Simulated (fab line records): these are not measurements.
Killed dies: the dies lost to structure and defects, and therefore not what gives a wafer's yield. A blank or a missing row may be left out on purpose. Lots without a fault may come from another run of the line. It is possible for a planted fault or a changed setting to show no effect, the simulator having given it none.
Matching of chambers    flow gf180mcu    cmp-02 running GF_V2_CMP_26: 4 sister chambers
The step polishes, stops on SiO2, t overpolish 15 s, target thk 0 nm. 20 wafers are shown with their chamber, then 10 later ones without.

## WAFERS WITH THEIR CHAMBER
wafer   chamber  motor-current-A (A)  overpolish-run-s (s)  time-to-endpoint-s (s)
L076.1  3        10.0                 14.996                81
L076.2  1        10.8                 15.013                83
L076.3  2        11.2                 14.998                89
L077.4  0        9.7                  15.004                79
L077.5  1        11.7                 15.002                87
L077.6  0        9.3                  14.989                81
L079.2  0        9.7                  14.989                83
L079.3  3        10.3                 14.998                82
L079.5  0        9.5                  15.003                85
L081.1  0        9.2                  15.000                83
L081.2  3        9.8                  15.007                78
L081.4  2        10.9                 14.985                81
L085.3  2        10.3                 14.985                87
L085.4  1        11.3                 14.999                83
L085.5  0        9.5                  15.006                85
L090.2  3        10.1                 14.993                85
L090.4  0        9.3                  14.995                85
L090.6  0        9.7                  14.996                83
L091.1  3        10.2                 14.989                84
L091.5  0        9.9                  14.994                87

SIGNATURES (means of the wafers above)
reading             chamber 0  chamber 1  chamber 2  chamber 3  scatter within a chamber
motor-current-A     9.533      11.267     10.800     10.080     0.297
overpolish-run-s    14.99733   15.00467   14.98933   14.99660   0.0067
time-to-endpoint-s  83.44      84.33      85.67      82.00      2.76
Rule: for a wafer and a chamber, the distance is found by dividing, reading by reading, the gap between the wafer's reading and the chamber's mean by the reading's scatter, squaring, summing and taking the root. If the next closest chamber is less than 2 further off than the closest, the wafer can't be placed; otherwise it belongs to the closest. How the scatter is found: for the shown wafers, subtract from each reading the mean of its chamber, square and add these, divide the total by (wafers less chambers), then take the root.

## WAFERS WITH NO CHAMBER GIVEN
wafer   motor-current-A (A)  overpolish-run-s (s)  time-to-endpoint-s (s)
L091.6  10.8                 15.006                82
L094.1  11.7                 14.989                83
L094.3  9.5                  14.992                80
L094.4  11.2                 15.006                81
L095.1  11.6                 14.993                88
L095.5  11.4                 14.996                85
L095.6  9.4                  15.008                80
L097.1  10.2                 15.001                80
L097.3  11.1                 15.016                84
L097.5  9.7                  14.994                76

## EACH ONE'S CHAMBER
wafer    from the rows above            in truth
L091.6   can't be placed: 1 or 3 or 2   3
L094.1   can't be placed: 1 or 2        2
L094.3   can't be placed: 0 or 3        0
L094.4   1                              1
L095.1   can't be placed: 1 or 2        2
L095.5   can't be placed: 1 or 2        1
L095.6   can't be placed: 0 or 3        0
L097.1   can't be placed: 3 or 0        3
L097.3   1                              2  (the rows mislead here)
L097.5   can't be placed: 3 or 0        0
Correct placement for 1 of the 10. Cannot be placed on the basis of these rows: 8; the candidates contain the true chamber in 8. Wrongly placed: 1.
